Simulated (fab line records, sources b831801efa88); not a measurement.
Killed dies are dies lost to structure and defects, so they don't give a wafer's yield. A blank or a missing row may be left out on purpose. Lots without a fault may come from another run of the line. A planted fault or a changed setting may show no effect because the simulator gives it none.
fab line records | flow gf180mcu
record lots=14 wafers=42 last_day=34
route steps=602 shown HV_LDD@197 M1@319 M2@368 V2@408
lots that met no fault: from a run of the same line without faults
start_h: hours from the record's first day to the start of the lot's first wafer shown | wait_h: hours since the lot's step before | " the same as in the row above | L1.1+2: a row that stands for several wafers | - no value, or no start given | * or withheld: withheld | < > ~ a bound
route shown NAME@n: a module of which the file shows steps, and the number in the route of the first | usual: mean/standard deviation of fault-free wafers | same: alike in all rows | chamber/n: place in a boat | sites: the reading at each site | _std_site: their standard deviation | _edge_site: outer sites' mean less inner sites' | radius_mm: how far each site lies from the wafer's centre | mask NAME#n: copy n | behind: the tool/chamber that last shaped the wafer | hold: why the lot was held/for how many hours/how that ended | device: the transistor (n, p or np) that didn't switch | end of line: the same wafers' tests at the end of the route | a step without rows: its recipe alone | killed: dies lost to structure and defects at the first sort, not the wafer's yield | map: a wafer's dies, x killed, . not, _ none there
set.NAME: the setting as run; set.NAME@STEP: as run at that earlier step | model.NAME: the simulator's own value behind a step, which no gauge read
steps of the route over a sample of lots; a table a step, a row a wafer
services: from which hour (start_h, from the record's first day; less than 0 if before it) a tool's chamber was out of use, for how many hours, and why
## steps
# step GF_HV_LDD_IMPLANT_21
# recipe species=BF2 energy_kev=25 dose_cm2=5e+13 tilt_deg=7
# usual dose_ions_cm2=4.999e+13/5.7e+10 end_station_pressure_torr=5.23e-06/2.7e-07
# columns lot.wafer tool chamber start_h wait_h dose_ions_cm2 end_station_pressure_torr
L325.4 implanter-01 0 227.58 0.1 5.002e+13 5.06e-06
L325.5 " 0 " " 4.99e+13 4.61e-06
L325.6 " 0 " " 4.996e+13 5.13e-06
L326.1 implanter-01 0 252.20 0.0 4.992e+13 5.26e-06
L326.3 " 0 " " 5e+13 5.18e-06
L326.5 " 0 " " 4.99e+13 5.62e-06
L327.1 implanter-02 0 260.60 0.0 4.989e+13 4.88e-06
L327.2 " 0 " " 4.998e+13 5.59e-06
L327.4 " 0 " " 4.997e+13 5.35e-06
L328.2 implanter-02 0 261.25 0.0 5.012e+13 5.12e-06
L328.3 " 0 " " 5.011e+13 5.48e-06
L328.5 " 0 " " 4.998e+13 5.06e-06
L329.1 implanter-02 0 267.78 0.0 4.986e+13 5.46e-06
L329.3 " 0 " " 4.99e+13 5.3e-06
L329.6 " 0 " " 4.996e+13 5.13e-06
L330.1 implanter-02 0 273.60 0.0 5.202e+13 5.1e-06
L330.4 " 0 " " 5.205e+13 5.28e-06
L330.6 " 0 " " 5.2e+13 5.22e-06
L332.3 implanter-02 0 291.50 0.1 5.204e+13 4.99e-06
L332.4 " 0 " " 5.202e+13 5.35e-06
L332.5 " 0 " " 5.198e+13 5.79e-06
L339.1 implanter-01 0 344.43 0.0 4.992e+13 5e-06
L339.2 " 0 " " 4.996e+13 5.32e-06
L339.5 " 0 " " 4.995e+13 5.1e-06
L342.1 implanter-02 0 370.52 0.1 5.004e+13 5.25e-06
L342.5 " 0 " " 5.004e+13 4.95e-06
L342.6 " 0 " " 5.003e+13 5.41e-06
L343.2 implanter-01 0 382.20 0.0 4.994e+13 5.79e-06
L343.3 " 0 " " 4.995e+13 4.85e-06
L343.5 " 0 " " 4.989e+13 5.16e-06
L344.3 implanter-02 0 387.42 0.1 5.002e+13 5.52e-06
L344.5 " 0 " " 4.994e+13 5.23e-06
L344.6 " 0 " " 5.004e+13 5.48e-06
L345.3 implanter-02 0 392.98 0.1 5.002e+13 5.48e-06
L345.5 " 0 " " 4.999e+13 4.99e-06
L345.6 " 0 " " 4.998e+13 5.09e-06
L347.1 implanter-02 0 403.22 0.0 5.001e+13 4.73e-06
L347.4 " 0 " " 5.005e+13 5.53e-06
L347.6 " 0 " " 4.994e+13 5.23e-06
L348.2 implanter-04 0 406.88 0.0 4.996e+13 4.74e-06
L348.3 " 0 " " 4.985e+13 5.42e-06
L348.6 " 0 " " 5.005e+13 4.9e-06
# step GF_M1_SPUTTER_04
# recipe material=TiN target_thk_nm=50 power_w=6500 time_s=41.7 chamber_pressure_pa=0.4
# usual throttle_valve_pct=30.1/0.6
# columns lot.wafer tool chamber start_h wait_h throttle_valve_pct
L325.4 pvd_sputter-04 - 354.60 0.0 31.2
L325.5 " - " " 31.2
L325.6 " - " " 29.6
L326.1 pvd_sputter-01 - 385.98 0.0 30.0
L326.3 " - " " 30.4
L326.5 " - " " 30.3
L327.1 pvd_sputter-01 - 393.80 0.0 30.3
L327.2 " - " " 30.6
L327.4 " - " " 30.2
L328.2 pvd_sputter-03 - 395.81 0.0 30.5
L328.3 " - " " 30.1
L328.5 " - " " 28.3
L329.1 pvd_sputter-04 - 403.07 0.0 29.8
L329.3 " - " " 30.3
L329.6 " - " " 29.6
L330.1 pvd_sputter-03 - 410.62 0.0 30.6
L330.4 " - " " 29.9
L330.6 " - " " 29.8
L332.3 pvd_sputter-01 - 430.60 0.0 30.6
L332.4 " - " " 30.5
L332.5 " - " " 30.5
L339.1 pvd_sputter-01 - 492.71 0.0 30.7
L339.2 " - " " 30.1
L339.5 " - " " 30.3
L342.1 pvd_sputter-04 - 519.04 0.0 29.8
L342.5 " - " " 30.2
L342.6 " - " " 29.7
L343.2 pvd_sputter-04 - 533.30 0.0 29.4
L343.3 " - " " 30.2
L343.5 " - " " 30.0
L344.3 pvd_sputter-01 - 538.60 0.0 30.3
L344.5 " - " " 30.1
L344.6 " - " " 30.3
L345.3 pvd_sputter-04 - 543.88 0.0 29.7
L345.5 " - " " 29.5
L345.6 " - " " 30.1
L347.1 pvd_sputter-04 - 552.63 0.0 29.5
L347.4 " - " " 29.7
L347.6 " - " " 31.2
L348.2 pvd_sputter-01 - 556.84 0.0 30.6
L348.3 " - " " 30.6
L348.6 " - " " 30.6
# step GF_M2_THK_MEAS_06
# recipe thk_meas_gauge=xrf reads=AlCu_of_M2_SPUTTER_02
# usual M2_ALCU_THK=458/7.2
# columns lot.wafer tool chamber start_h wait_h M2_ALCU_THK[nm]
L325.4 film_metro-02 - 402.96 0.1 463
L325.5 " - " " 460
L325.6 " - " " 468
L326.1 film_metro-02 - 437.03 0.1 459
L326.3 " - " " 456
L326.5 " - " " 458
L327.1 film_metro-04 - 444.44 0.1 454
L327.2 " - " " 456
L327.4 " - " " 454
L328.2 film_metro-01 - 448.02 0.1 460
L328.3 " - " " 449
L328.5 " - " " 457
L329.1 film_metro-02 - 454.55 0.1 451
L329.3 " - " " 456
L329.6 " - " " 464
L330.1 film_metro-04 - 462.45 0.1 450
L330.4 " - " " 456
L330.6 " - " " 457
L332.3 film_metro-02 - 482.24 0.1 451
L332.4 " - " " 455
L332.5 " - " " 453
L339.1 film_metro-04 - 542.41 0.1 449
L339.2 " - " " 444
L339.5 " - " " 442
L342.1 film_metro-02 - 566.94 0.1 456
L342.5 " - " " 456
L342.6 " - " " 469
L343.2 film_metro-04 - 581.32 0.1 451
L343.3 " - " " 456
L343.5 " - " " 449
L344.3 film_metro-01 - 586.70 0.1 470
L344.5 " - " " 472
L344.6 " - " " 467
L345.3 film_metro-01 - 591.45 0.1 464
L345.5 " - " " 463
L345.6 " - " " 457
L347.1 film_metro-02 - 599.42 0.1 453
L347.4 " - " " 462
L347.6 " - " " 466
L348.2 film_metro-01 - 603.57 0.1 466
L348.3 " - " " 476
L348.6 " - " " 467
# step GF_V2_CMP_26
# recipe stop_on=SiO2 down_force_psi=3.5 platen_rpm=60 t_overpolish_s=15 target_thk_nm=0 pad_velocity_m_s=0.94248
# usual motor_current_A=10.8/0.74 overpolish_run_s=14.998/0.0089 time_to_endpoint_s=87/4
# columns lot.wafer tool chamber start_h wait_h motor_current_A overpolish_run_s time_to_endpoint_s
L325.4 cmp-02 3 453.22 0.0 10.3 15.010 89
L325.5 " 3 " " 10.5 15.012 92
L325.6 " 0 " " 10.5 14.987 86
L326.3 cmp-02 0 488.05 0.1 10.0 14.978 84
L326.1 " 1 " " 10.9 15.000 82
L326.5 " 2 " " 12.5 14.991 91
L327.2 cmp-01 3 495.26 0.0 10.7 14.981 87
L327.4 " 0 " " 10.6 15.007 90
L327.1 " 2 " " 10.7 15.004 89
L328.2 cmp-02 3 499.24 0.0 10.0 15.004 80
L328.3 " 0 " " 10.6 15.008 78
L328.5 " 0 " " 10.0 14.999 75
L329.1 cmp-02 1 506.04 0.1 10.3 14.998 86
L329.3 " 0 " " 10.2 15.007 84
L329.6 " 2 " " 12.2 14.987 89
L330.1 cmp-02 2 513.07 0.1 12.4 15.003 90
L330.4 " 3 " " 10.4 14.996 85
L330.6 " 3 " " 10.2 14.972 90
L332.4 cmp-02 3 531.70 0.1 10.6 14.992 86
L332.3 " 0 " " 9.9 14.998 80
L332.5 " 2 " " 12.6 14.995 85
L339.1 cmp-02 3 587.42 0.1 10.0 14.997 95
L339.2 " 1 " " 11.0 14.993 89
L339.5 " 3 " " 9.9 14.997 89
L342.1 cmp-01 2 611.68 0.1 11.0 14.998 93
L342.5 " 1 " " 10.8 15.006 86
L342.6 " 2 " " 10.7 15.008 91
L343.3 cmp-01 1 626.13 0.0 10.2 15.003 82
L343.2 " 2 " " 10.6 15.013 90
L343.5 " 1 " " 10.6 15.003 82
L344.3 cmp-02 2 629.94 0.1 12.2 14.999 91
L344.5 " 1 " " 10.2 15.020 88
L344.6 " 2 " " 12.0 14.990 92
L345.3 cmp-02 2 634.92 0.1 12.6 14.998 92
L345.6 " 1 " " 10.8 15.000 87
L345.5 " 2 " " 12.6 15.006 97
L347.4 cmp-01 1 641.64 0.0 10.2 15.014 85
L347.1 " 3 " " 11.6 15.000 81
L347.6 " 1 " " 10.6 15.007 83
L348.2 cmp-02 2 646.28 0.1 12.4 14.990 88
L348.3 " 3 " " 10.3 14.994 90
L348.6 " 1 " " 10.2 14.981 88
## services
# columns tool chamber start_h hours kind
implanter-02 - 209.28 10.4 pm
cmp-02 - 230.61 5.9 pm
cmp-02 - 268.22 3.1 repair
pvd_sputter-01 - 287.27 13.4 repair
cmp-02 - 321.17 2.0 repair
implanter-02 - 324.40 9.9 repair
implanter-02 - 356.80 3.1 pm
pvd_sputter-01 - 396.55 3.5 repair
cmp-02 - 404.30 4.0 pm
cmp-02 - 416.43 4.6 repair
cmp-02 - 422.00 1.3 repair
cmp-02 - 423.50 1.3 repair
pvd_sputter-01 - 438.45 2.2 repair
implanter-02 - 494.29 3.9 repair
cmp-02 - 503.87 0.4 repair
implanter-02 - 505.11 1.5 repair
cmp-02 - 546.98 0.8 repair
cmp-02 - 556.03 2.1 repair
implanter-02 - 568.85 1.7 repair
implanter-02 - 580.02 3.0 repair
cmp-02 - 596.49 8.9 repair
implanter-02 - 602.83 5.8 repair
cmp-02 - 605.36 5.1 pm
implanter-02 - 645.94 1.1 repair
## key
first_sign step=GF_HV_LDD_IMPLANT_21 reading=dose_ions_cm2 direction=up sigmas=36 usual=4.999e+13 struck=5.202e+13
effect none on later readings
met_at GF_HV_LDD_IMPLANT_21
struck_lots L330,L332
tester_left_out L330,L332
not_acting_at GF_M1_SPUTTER_04,GF_M2_THK_MEAS_06,GF_V2_CMP_26
onset_between 267.78 273.60
fault kind=process_parameter_drift tool=implanter-02 chamber=- onset_h=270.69 steps=GF_HV_LDD_IMPLANT_21 channel=dose_cm2 offset=1.9819e+12 shape=step end_h=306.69 acts_in=these_recipes_only stated=5e+13
# tester_left_out: of these lots the tester's yield and bins aren't shown, on N5 and GAA mostly nor the transistor test; their killed dies are dies lost to structure and defects alone, not to doping, threshold or leakage, so they don't give the yield
